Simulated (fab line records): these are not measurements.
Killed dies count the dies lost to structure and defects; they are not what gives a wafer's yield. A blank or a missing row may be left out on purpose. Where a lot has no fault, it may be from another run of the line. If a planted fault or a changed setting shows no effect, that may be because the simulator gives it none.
Which of the tools did it? ; flow gf180mcu ; 10 lots with 30 wafers sampled at 4 steps, on a route of 602 steps

WHAT THE GAUGES SHOWED, per wafer
GF_PASSIVATION_THK_MEAS_03.
lot;measured;on;PASSIVATION_CVD_02_THK (nm)
L130;day 28 03:44;filmMetro-03;723 704 717
L132;day 28 12:49;filmMetro-03;690 695 693
L136;day 29 21:49;filmMetro-03;712 719 712
L137;day 30 09:41;filmMetro-03;694 702 1070 694 700 1070
L140;day 31 07:37;filmMetro-02;687 1065 1072 687 1067 1072
L142;day 31 23:28;filmMetro-01;717 723 696
L143;day 32 10:38;filmMetro-01;693 736 708
L148;day 33 07:44;filmMetro-02;687 695 688
L149;day 33 14:11;filmMetro-02;705 705 709
L152;day 34 05:05;filmMetro-02;683 715 706

TOOL THAT RAN EACH LOT (tool first, then ch and the chambers of the sampled wafers, then the start)
lot;GF_V4_CMP_26;GF_M5_METAL_ETCH_10;GF_PASSIVATION_CVD_02
L130;cmp-01 ch 0,3, day 24 12:28;rieMetal-02 ch 0,1, day 26 07:07;pecvd-01 ch 0,1,2, day 28 03:34
L132;cmp-02 ch 1,2,3, day 24 23:12;rieMetal-03 ch 0,1, day 26 17:30;pecvd-02 ch 0,1,2, day 28 12:32
L136;cmp-01 ch 0,1, day 26 10:11;rieMetal-02 ch 0,1, day 28 03:31;pecvd-02 ch 1,2, day 29 21:31
L137;cmp-02 ch 0,3, day 27 00:19;rieMetal-01 ch 1, day 28 16:01;pecvd-02 ch 0,2, day 30 09:23
L140;cmp-02 ch 0,2, day 27 22:20;rieMetal-03 ch 1, day 29 13:50;pecvd-02 ch 0,1,2, day 31 07:20
L142;cmp-01 ch 0,2,3, day 28 16:34;rieMetal-01 ch 0,1, day 30 06:38;pecvd-01 ch 1,2, day 31 23:10
L143;cmp-01 ch 2,3, day 29 04:46;rieMetal-03 ch 0,1, day 30 19:16;pecvd-01 ch 0,1,2, day 32 10:21
L148;cmp-01 ch 1,2,3, day 30 05:21;rieMetal-02 ch 0,1, day 31 18:56;pecvd-04 ch 0,1,2, day 33 07:27
L149;cmp-02 ch 0,1,3, day 30 13:27;rieMetal-02 ch 1, day 32 01:22;pecvd-04 ch 0,1,2, day 33 13:54
L152;cmp-02 ch 0,2, day 31 04:10;rieMetal-03 ch 0,1, day 32 16:20;pecvd-02 ch 0,1, day 34 04:48
- GF_V4_CMP_26: polishes, stops on SiO2, t overpolish 15 s, target thk 0 nm.
- GF_M5_METAL_ETCH_10: etches the open film in Cl2/BCl3, stops on SiO2, target depth 627.5 nm, time 104.6 s.
- GF_PASSIVATION_CVD_02: deposits Si3N4, target thk 700 nm, time 486.18 s.

WHAT THE TOOLS THEMSELVES READ (means of the sampled wafers that have a number; where no wafer has one, the mark that the record gives instead)
GF_V4_CMP_26.
lot;tool;motorCurrentA (A);overpolishRunS (s);timeToEndpointS (s)
L130;cmp-01;10.7;14.990;82
L132;cmp-02;11.2;15.005;84
L136;cmp-01;10.6;15.005;86
L137;cmp-02;11.9;15.005;81
L140;cmp-02;10.8;14.995;70
L142;cmp-01;10.4;15.005;82
L143;cmp-01;10.7;15.003;82
L148;cmp-01;10.6;14.997;89
L149;cmp-02;11.7;14.989;85
L152;cmp-02;11.4;15.002;75

GF_M5_METAL_ETCH_10.
lot;tool;drypumpMotorCurrentA (A);oesProductAu (a.u.);rfFwdPowerW (W);throttleValvePct (%)
L130;rieMetal-02;5.6;0.976;797.6;28.250
L132;rieMetal-03;5.9;0.975;792.1;28.242
L136;rieMetal-02;5.6;0.976;798.9;28.244
L137;rieMetal-01;6.3;0.983;797.3;28.242
L140;rieMetal-03;5.8;0.980;793.7;28.240
L142;rieMetal-01;5.6;0.974;792.1;28.252
L143;rieMetal-03;5.9;0.970;791.7;28.259
L148;rieMetal-02;5.4;0.975;793.7;28.249
L149;rieMetal-02;5.7;0.967;795.2;28.253
L152;rieMetal-03;5.8;0.974;791.7;28.243

GF_PASSIVATION_CVD_02.
lot;tool;heaterPowerW (W);rfFwdPowerW (W)
L130;pecvd-01;668;448.6
L132;pecvd-02;675;448.4
L136;pecvd-02;693;450.5
L137;pecvd-02;618;449.1
L140;pecvd-02;682;450.7
L142;pecvd-01;657;449.6
L143;pecvd-01;691;448.8
L148;pecvd-04;658;447.9
L149;pecvd-04;660;449.8
L152;pecvd-02;666;449.4

THE ANSWER, worked out from the rows above alone
Rule: usual is defined by the lots themselves. Put in order of their means at a reading, lots are off if they are a third of the lots or fewer, leave a main group of 4 or more, and stand apart from it by a gap of 3 or more times the standard deviation of the main group's means; of several such gaps the widest counts. A main group whose means are all the same, to the digits that the tables above print for the reading, isn't used. A lot without any number at a reading at which 4 lots or more have one is off too. The other lots that the step has rows for count as sound. The gauges are gone through in route order, then the tools' own readings, and for those a lot's mean is taken as printed above. At the first step where some lot is off, the reading lying furthest off is the one used; lots without a number count as furthest.
Off: L137, L140, seen at GF_PASSIVATION_THK_MEAS_03 (PASSIVATION_CVD_02_THK). For the main group the mean is 705 nm and the standard deviation 9.2.
A tool fits if, at a process step before that reading, it ran every lot that is off, and no sound lot after the first of them. Those tools and the gauges at GF_PASSIVATION_THK_MEAS_03 are tried in the same way. Not one of the candidates tried fits.

WHAT THE SIMULATOR HAD PUT IN
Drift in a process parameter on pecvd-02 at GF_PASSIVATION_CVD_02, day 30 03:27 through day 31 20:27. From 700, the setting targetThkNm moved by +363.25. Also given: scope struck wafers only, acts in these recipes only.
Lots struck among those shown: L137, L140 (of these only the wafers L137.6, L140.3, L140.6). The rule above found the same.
